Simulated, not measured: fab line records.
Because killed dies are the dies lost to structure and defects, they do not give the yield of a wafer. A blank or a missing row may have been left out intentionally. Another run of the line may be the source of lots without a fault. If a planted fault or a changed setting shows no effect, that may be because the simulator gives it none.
Which tool is to blame? | flow gf180mcu | Sampling: 6 lots, 18 wafers, 2 of 602 route steps

## WHAT THE GAUGES READ, wafer by wafer
GF_MIM_THK_MEAS_06.
lot  | measured     | on            | MIM_CVD_05_THK (nm)
L595 | day 24 18:35 | film-metro-04 | 41.6 42.6 42.6
L605 | day 28 05:31 | film-metro-01 | 41.8 41.2 42.7
L611 | day 29 19:02 | film-metro-02 | 42.3 42.8 42.8
L613 | day 30 07:05 | film-metro-02 | 41.6 42.4 42.1
L615 | day 30 19:33 | film-metro-01 | 41.1 41.8 42.5
L617 | day 31 07:20 | film-metro-01 | 42.9 42.6 42.8

## WHICH TOOL RAN EACH LOT (tool, then ch and the chambers of the sampled wafers, then the start)
lot  | GF_MIM_CVD_05
L595 | pecvd-04 ch 0,1, day 24 18:33
L605 | pecvd-03 ch 0,1,2, day 28 05:29
L611 | pecvd-04 ch 1,2, day 29 18:59
L613 | pecvd-02 ch 1, day 30 07:02
L615 | pecvd-02 ch 0,1,2, day 30 19:30
L617 | pecvd-03 ch 0,1,2, day 31 07:17
- GF_MIM_CVD_05: deposits Si3N4, target thk 42 nm, time 29.086 s.

## THE ANSWER, worked out from the rows above alone
Rule: the usual values come from the lots themselves. The widest of any qualifying gaps counts: lots, ordered by their means at a reading, are off when they make up no more than a third of the lots, leave a main group of 4 or more, and stand apart from it by 3 or more times the standard deviation of that group's means. The tables above print the reading to a certain number of digits; a main group whose means all agree to those digits is not used. Also off: a lot with no number at a reading for which 4 or more lots have one. All remaining lots with rows at the step are treated as sound.
No lot is off at any reading shown: from this, nothing can be told.

## WHAT HAD BEEN PUT IN BY THE SIMULATOR
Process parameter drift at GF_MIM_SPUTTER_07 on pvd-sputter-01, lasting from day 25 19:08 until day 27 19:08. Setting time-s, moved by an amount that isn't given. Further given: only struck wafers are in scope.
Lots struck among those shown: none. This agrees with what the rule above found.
